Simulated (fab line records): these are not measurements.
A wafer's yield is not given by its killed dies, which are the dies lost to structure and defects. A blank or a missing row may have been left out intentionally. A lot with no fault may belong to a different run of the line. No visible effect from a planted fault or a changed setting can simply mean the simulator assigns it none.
2 desks looking at one fault + flow sky130 + what lay behind the numbers comes last; until then each desk has only its own

AT THE TOOL OWNER'S DESK: cvd w-02
The tool's own readings at SKY_LI_CONTACT_CVD_21 (deposits W, target thk 400 nm, time 120.56 s): means of the sampled wafers that have a number, for each lot that ran on this tool. If a lot's mean is further than 4 standard deviations from the usual mean, the lot is out of limits and carries the mark OUT (the distance appears in the brackets).
Columns: A = chamber pressure Torr at SKY_LI_CONTACT_CVD_21, usual 40.00 Torr; B = heater power outer w at SKY_LI_CONTACT_CVD_21, usual 562 W; C = heater power w at SKY_LI_CONTACT_CVD_21, usual 878 W
| lot  | first seen here | A               | B   | C   |
|------|-----------------|-----------------|-----|-----|
| L807 | day 31 07:47    | 40.04           | 574 | 873 |
| L814 | day 33 17:56    | 39.99           | 524 | 845 |
| L818 | day 34 14:26    | 35.99 (-43) OUT | 583 | 892 |
| L819 | day 35 03:17    | 36.15 (-41) OUT | 464 | 787 |
| L823 | day 36 03:38    | 36.11 (-42) OUT | 522 | 825 |
Finding of this desk: L818, L819, L823 out of limits; the first was L818 at day 34 14:26, on chamber pressure Torr at SKY_LI_CONTACT_CVD_21. Within limits: L807, L814.

THE METROLOGY DESK
What the gauges read for every lot (on any tool): the sampled wafers with a number, averaged. If a lot's mean is further than 4 standard deviations from the usual mean, the lot is out of limits and carries the mark OUT (the distance appears in the brackets).
Columns: A = SD_P_RS at SKY_SD_N_RS_MEAS_17, usual 147.0 ohm/sq; B = LI_CONTACT_W_RS at SKY_LI_CONTACT_RS_MEAS_22, usual 0.279 ohm/sq; C = LI_CONTACT_W_THK at SKY_LI_CONTACT_THK_MEAS_23, usual 420 nm
| lot  | first seen here | A     | B     | C   |
|------|-----------------|-------|-------|-----|
| L802 | day 28 06:38    | 146.9 | 0.276 | 425 |
| L807 | day 30 02:29    | 146.8 | 0.288 | 410 |
| L811 | day 31 02:00    | 147.2 | 0.277 | 421 |
| L813 | day 32 07:36    | 147.2 | 0.276 | 425 |
| L814 | day 32 13:28    | 147.0 | 0.282 | 417 |
| L817 | day 33 06:32    | 146.9 | 0.273 | 423 |
| L818 | day 33 10:28    | 147.1 | 0.301 | 387 |
| L819 | day 33 22:53    | 146.2 | 0.295 | 393 |
| L820 | day 34 06:16    | 147.2 | 0.278 | 414 |
| L823 | day 34 23:26    | 146.8 | 0.296 | 394 |
| L824 | day 35 07:33    | 147.0 | 0.281 | 417 |
Result from this desk: across the 11 lots, nothing is out of limits.

BROUGHT TOGETHER
The tool owner's desk had the chance to raise an alarm at day 34 14:26 on L818, L819, L823.
From the metrology desk's view, nothing was out of limits.
The metrology desk holds a record of L818, L819, L823, inside its limits.
Of the lots named, all ran SKY_LI_CONTACT_CVD_21 on cvd w-02.

WHAT THE SIMULATOR PUT IN
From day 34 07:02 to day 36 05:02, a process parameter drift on cvd w-02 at SKY_LI_CONTACT_CVD_21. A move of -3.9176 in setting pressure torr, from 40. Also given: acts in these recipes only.
Struck lots among those shown: L818, L819, L823.
Each desk's first reading out of limits, in hours after the fault started: the tool owner's desk, 7.
